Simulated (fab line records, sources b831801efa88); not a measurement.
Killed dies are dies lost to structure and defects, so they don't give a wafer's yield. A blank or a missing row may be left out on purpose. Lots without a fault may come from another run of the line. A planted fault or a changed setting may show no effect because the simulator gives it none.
Which tool did it? | flow gf180mcu | 12 lots, 36 wafers sampled, at 6 steps of a route of 602

WHAT THE GAUGES READ, wafer by wafer
GF_PSD_RS_MEAS_14: measures by four-point-probe. Usual: NSD_RS 46.19 ohm/sq, standard deviation 0.1.
lot  | measured     | on            | NSD_RS (ohm/sq)                     | flag
L210 | day 14 04:21 | film_metro-01 | 46.21 46.11 46.12                   |
L211 | day 14 16:44 | film_metro-04 | 46.21 46.20 46.22                   |
L212 | day 15 00:01 | film_metro-01 | 46.16 46.24 46.27                   |
L214 | day 15 17:20 | film_metro-01 | 46.22 46.42 46.32                   |
L216 | day 16 07:48 | film_metro-03 | 46.10 46.10 46.24                   |
L222 | day 18 15:22 | film_metro-04 | 48.32 48.36 48.32 48.37 48.45 48.39 | OFF
L223 | day 19 02:46 | film_metro-04 | 48.58 48.38 48.34 48.42 48.50 48.33 | OFF
L229 | day 21 07:52 | film_metro-04 | 45.96 45.95 46.06                   |
L230 | day 21 08:16 | film_metro-01 | 46.22 46.18 46.09                   |
L231 | day 21 16:08 | film_metro-04 | 46.07 46.09 46.10                   |
L232 | day 22 03:35 | film_metro-04 | 45.99 46.17 46.09                   |
L233 | day 22 10:11 | film_metro-01 | 46.18 46.24 46.21                   |

GF_SAB_OVL_MEAS_10. Usual: SAB_OVL 0.3 nm, standard deviation 1.4.
lot  | measured     | on         | SAB_OVL (nm)   | flag
L210 | day 15 01:37 | overlay-02 | 1.1 0.0 0.5    |
L211 | day 15 14:32 | overlay-01 | -0.8 1.4 -2.2  |
L212 | day 15 20:25 | overlay-02 | 0.9 -1.3 -0.8  |
L214 | day 16 16:07 | overlay-02 | -0.7 -0.9 1.2  |
L216 | day 17 07:22 | overlay-02 | -0.6 -1.1 -0.7 |
L222 | day 19 15:46 | overlay-02 | 0.1 -1.5 -0.6  |
L223 | day 20 02:51 | overlay-01 | 2.1 1.9 1.2    |
L229 | day 22 07:16 | overlay-01 | 0.9 1.9 0.8    |
L230 | day 22 07:34 | overlay-02 | -2.3 -2.5 -0.2 |
L231 | day 22 14:51 | overlay-01 | 0.7 -0.6 1.7   |
L232 | day 23 03:13 | overlay-02 | 1.3 -1.1 2.1   |
L233 | day 23 09:58 | overlay-02 | -1.4 -1.2 0.0  |

GF_V1_BOW_MEAS_05. Usual: V1_BOW 83 um, standard deviation 7.8.
lot  | measured     | on            | V1_BOW (um) | flag
L210 | day 17 00:05 | film_metro-01 | 89 87 93    |
L211 | day 17 18:44 | film_metro-01 | 95 85 78    |
L212 | day 17 21:42 | film_metro-01 | 91 81 93    |
L214 | day 18 19:01 | film_metro-02 | 79 89 74    |
L216 | day 19 11:34 | film_metro-01 | 78 83 73    |
L222 | day 21 20:47 | film_metro-03 | 84 83 85    |
L223 | day 22 07:34 | film_metro-02 | 83 86 84    |
L229 | day 24 09:40 | film_metro-03 | 85 85 75    |
L230 | day 24 11:19 | film_metro-01 | 80 88 75    |
L231 | day 24 15:45 | film_metro-02 | 69 86 76    |
L232 | day 25 03:44 | film_metro-02 | 96 83 84    |
L233 | day 25 13:37 | film_metro-03 | 87 88 86    |

WHICH TOOL RAN EACH LOT (tool, then ch and the chambers of the sampled wafers, then the start)
lot  | GF_NSD_IMPLANT_09               | GF_NSD_STRIP_11                      | GF_M1_SPUTTER_00
L210 | implanter-04 ch 0, day 13 06:13 | plasma_asher-03 ch 0,1, day 13 06:30 | pvd_sputter-04, day 16 00:15
L211 | implanter-04 ch 0, day 13 19:04 | plasma_asher-01 ch 0,1, day 13 19:20 | pvd_sputter-02, day 16 17:59
L212 | implanter-04 ch 0, day 14 01:44 | plasma_asher-04 ch 0,1, day 14 02:02 | pvd_sputter-04, day 16 20:59
L214 | implanter-04 ch 0, day 14 19:22 | plasma_asher-04 ch 0,1, day 14 19:39 | pvd_sputter-02, day 17 17:52
L216 | implanter-03 ch 0, day 15 10:13 | plasma_asher-01 ch 0,1, day 15 10:30 | pvd_sputter-02, day 18 09:38
L222 | implanter-03 ch 0, day 17 15:21 | plasma_asher-04 ch 0,1, day 17 15:39 | pvd_sputter-04, day 20 18:49
L223 | implanter-03 ch 0, day 18 01:40 | plasma_asher-04 ch 0,1, day 18 01:58 | pvd_sputter-02, day 21 06:16
L229 | implanter-04 ch 0, day 20 07:10 | plasma_asher-03 ch 0,1, day 20 07:28 | pvd_sputter-04, day 23 09:44
L230 | implanter-04 ch 0, day 20 08:03 | plasma_asher-01 ch 0,1, day 20 08:21 | pvd_sputter-01, day 23 11:09
L231 | implanter-01 ch 0, day 20 15:25 | plasma_asher-01 ch 0,1, day 20 15:43 | pvd_sputter-04, day 23 16:08
L232 | implanter-01 ch 0, day 21 02:48 | plasma_asher-04 ch 0,1, day 21 03:04 | pvd_sputter-02, day 24 04:34
L233 | implanter-01 ch 0, day 21 10:02 | plasma_asher-03 ch 0, day 21 10:19   | pvd_sputter-04, day 24 11:17
- GF_NSD_IMPLANT_09
- GF_NSD_STRIP_11: strips in O2/N2.
- GF_M1_SPUTTER_00: material Ti, target thk 37.5 nm, time 150 s.

WHAT THE TOOLS THEMSELVES READ (means of the sampled wafers that have a number; where no wafer has one, the mark that the record gives instead)
GF_NSD_IMPLANT_09. Usual: beam_energy_keV 60.001, standard deviation 0.019.
lot  | tool         | beam_energy_keV | flag
L210 | implanter-04 | 59.971          |
L211 | implanter-04 | 60.022          |
L212 | implanter-04 | 60.001          |
L214 | implanter-04 | 59.990          |
L216 | implanter-03 | 60.015          |
L222 | implanter-03 | 52.571          | OFF
L223 | implanter-03 | 52.567          | OFF
L229 | implanter-04 | 60.021          |
L230 | implanter-04 | 60.025          |
L231 | implanter-01 | 60.015          |
L232 | implanter-01 | 59.972          |
L233 | implanter-01 | 60.003          |

GF_NSD_STRIP_11. Usual: chamber_pressure_mTorr 1500.1 mTorr, standard deviation 1.3; drypump_motor_current_A 5.9 A, standard deviation 0.4; heater_power_w 359 W, standard deviation 35; o2_flow_sccm 3001 sccm, standard deviation 9.4; oes_product_au 0.487 a.u., standard deviation 0.0049; strip_time_to_endpoint_s 22.96 s, standard deviation 0.038.
lot  | tool            | chamber_pressure_mTorr (mTorr) | drypump_motor_current_A (A) | heater_power_w (W) | o2_flow_sccm (sccm) | oes_product_au (a.u.) | strip_time_to_endpoint_s (s) | flag
L210 | plasma_asher-03 | 1499.6                         | 5.6                         | 390                | 3003                | 0.485                 | 22.90                        |
L211 | plasma_asher-01 | 1501.6                         | 6.0                         | 376                | 2995                | 0.486                 | 22.95                        |
L212 | plasma_asher-04 | 1500.2                         | 6.2                         | 312                | 3010                | 0.488                 | 22.93                        |
L214 | plasma_asher-04 | 1500.2                         | 6.1                         | 307                | 2998                | 0.489                 | 22.94                        |
L216 | plasma_asher-01 | 1500.5                         | 5.7                         | 365                | 3009                | 0.489                 | 22.99                        |
L222 | plasma_asher-04 | 1500.4                         | 6.4                         | 328                | 2991                | 0.501                 | 21.99                        | OFF
L223 | plasma_asher-04 | 1500.2                         | 6.2                         | 315                | 2996                | 0.501                 | 22.00                        | OFF
L229 | plasma_asher-03 | 1499.4                         | 5.6                         | 385                | 3003                | 0.485                 | 23.00                        |
L230 | plasma_asher-01 | 1501.2                         | 5.7                         | 345                | 3005                | 0.490                 | 22.95                        |
L231 | plasma_asher-01 | 1497.8                         | 5.7                         | 342                | 3007                | 0.491                 | 22.96                        |
L232 | plasma_asher-04 | 1501.1                         | 6.4                         | 326                | 2992                | 0.484                 | 22.95                        |
L233 | plasma_asher-03 | 1500.5                         | 5.4                         | 380                | 2991                | 0.491                 | 22.94                        |

GF_M1_SPUTTER_00. Usual: throttle_valve_pct 30.3 %, standard deviation 0.9.
lot  | tool           | throttle_valve_pct (%) | flag
L210 | pvd_sputter-04 | 30.7                   |
L211 | pvd_sputter-02 | 30.2                   |
L212 | pvd_sputter-04 | 30.7                   |
L214 | pvd_sputter-02 | 30.4                   |
L216 | pvd_sputter-02 | 30.1                   |
L222 | pvd_sputter-04 | 30.9                   |
L223 | pvd_sputter-02 | 30.2                   |
L229 | pvd_sputter-04 | 30.2                   |
L230 | pvd_sputter-01 | 29.8                   |
L231 | pvd_sputter-04 | 30.6                   |
L232 | pvd_sputter-02 | 30.0                   |
L233 | pvd_sputter-04 | 30.3                   |

THE ANSWER, worked out from the rows above alone
Rule: a lot is off if the mean of its wafers that have a number lies more than 3 standard deviations from the usual mean. A lot without any number at a reading at which 4 lots or more have one is off too. The other lots that the step has rows for count as sound. The gauges are gone through in route order, then the tools' own readings, and for those a lot's mean is taken as printed above. The first step at which some lot is off is used, and at that step the reading that is off furthest; a lot without a number counts as furthest.
Off: L222, L223, at GF_PSD_RS_MEAS_14 (NSD_RS).
A tool fits if, at a process step before that reading, it ran every lot that is off, and no sound lot after the first of them. The gauges at GF_PSD_RS_MEAS_14 aren't tried: what is off there is off at GF_NSD_IMPLANT_09 too, on other tools, and a gauge's error can't cause that. One fits: implanter-03 at GF_NSD_IMPLANT_09. Its last sound lot is L216 (day 15 10:13), its first lot that is off L222 (day 17 15:21): a fault that began between those two fits.
The tool's own readings at GF_NSD_IMPLANT_09 bear it out: on the lots that are off they differ by more than 5 times the standard deviation of the sound lots' means. beam_energy_keV reads 52.569 there against 60.004 on the sound lots.

WHAT THE SIMULATOR HAD PUT IN
Process parameter drift: implanter-03, from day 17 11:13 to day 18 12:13, at GF_NSD_IMPLANT_09. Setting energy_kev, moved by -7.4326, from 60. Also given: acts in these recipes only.
Lots struck among those shown: L222, L223. The rule above found the same.
